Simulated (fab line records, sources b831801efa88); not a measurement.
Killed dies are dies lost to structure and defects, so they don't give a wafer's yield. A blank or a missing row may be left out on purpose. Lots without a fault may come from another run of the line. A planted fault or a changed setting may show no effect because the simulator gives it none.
Which tool did it? | flow sky130 | 7 lots, 21 wafers sampled, at 5 steps of a route of 708

WHAT THE GAUGES READ, wafer by wafer
SKY_CAP2M_RS_MEAS_03: measures by four-point-probe.
lot  | measured     | on            | CAP2M_TIN_RS (ohm/sq)
L960 | day 40 15:56 | film_metro-04 | 6.93 6.94 6.85
L968 | day 43 09:20 | film_metro-02 | - - -
L970 | day 43 17:30 | film_metro-02 | 6.86 6.82 6.88
L972 | day 44 06:28 | film_metro-02 | 6.79 6.78 6.77
L974 | day 44 16:28 | film_metro-03 | 6.85 6.71 6.76
L976 | day 45 04:05 | film_metro-02 | 7.00 6.95 6.98
L979 | day 46 08:28 | film_metro-04 | 6.96 6.94 6.96

WHICH TOOL RAN EACH LOT (tool, then ch and the chambers of the sampled wafers, then the start)
lot  | SKY_VIA3_CMP_02               | SKY_METAL4_SPUTTER_00        | SKY_CAP2M_CVD_00                | SKY_CAP2M_SPUTTER_02
L960 | cmp-02 ch 0,2, day 39 13:35   | pvd_sputter-03, day 40 15:34 | pecvd-02 ch 0,1,2, day 40 15:43 | pvd_sputter-04, day 40 15:48
L968 | cmp-01 ch 1,2,3, day 42 07:43 | pvd_sputter-01, day 43 08:56 | pecvd-01 ch 0,1, day 43 09:07   | pvd_sputter-03, day 43 09:11
L970 | cmp-02 ch 0,2,3, day 42 15:58 | pvd_sputter-04, day 43 17:07 | pecvd-03 ch 0,2, day 43 17:16   | pvd_sputter-03, day 43 17:22
L972 | cmp-02 ch 0,2,3, day 43 06:07 | pvd_sputter-04, day 44 06:07 | pecvd-01 ch 0,1,2, day 44 06:16 | pvd_sputter-03, day 44 06:21
L974 | cmp-01 ch 0,1, day 43 16:31   | pvd_sputter-01, day 44 16:07 | pecvd-03 ch 1,2, day 44 16:16   | pvd_sputter-02, day 44 16:21
L976 | cmp-01 ch 0,1,3, day 44 04:51 | pvd_sputter-01, day 45 03:44 | pecvd-01 ch 1,2, day 45 03:53   | pvd_sputter-04, day 45 03:59
L979 | cmp-01 ch 0,2,3, day 45 09:22 | pvd_sputter-03, day 46 08:07 | pecvd-01 ch 0,2, day 46 08:16   | pvd_sputter-04, day 46 08:21
- SKY_VIA3_CMP_02: polishes SiO2.
- SKY_METAL4_SPUTTER_00: material Ti, target thk 15 nm, time 10 s.
- SKY_CAP2M_CVD_00: deposits SiO2, target thk 15.5 nm.
- SKY_CAP2M_SPUTTER_02: material TiN, target thk 200 nm, time 166.7 s.

THE ANSWER, worked out from the rows above alone
Rule: what is usual is taken from the lots themselves. Put in order of their means at a reading, lots are off if they are a third of the lots or fewer, leave a main group of 4 or more, and stand apart from it by a gap of 3 or more times the standard deviation of the main group's means; of several such gaps the widest counts. A main group whose means are all the same, to the digits that the tables above print for the reading, isn't used. A lot without any number at a reading at which 4 lots or more have one is off too. The other lots that the step has rows for count as sound.
Off: L968, at SKY_CAP2M_RS_MEAS_03 (CAP2M_TIN_RS). Without a number there: L968. The main group: mean 6.87 ohm/sq, standard deviation 0.079.
A tool fits if, at a process step before that reading, it ran every lot that is off, and no sound lot after the first of them. The gauges at SKY_CAP2M_RS_MEAS_03 are tried like those tools. None of those tried fits.

WHAT THE SIMULATOR HAD PUT IN
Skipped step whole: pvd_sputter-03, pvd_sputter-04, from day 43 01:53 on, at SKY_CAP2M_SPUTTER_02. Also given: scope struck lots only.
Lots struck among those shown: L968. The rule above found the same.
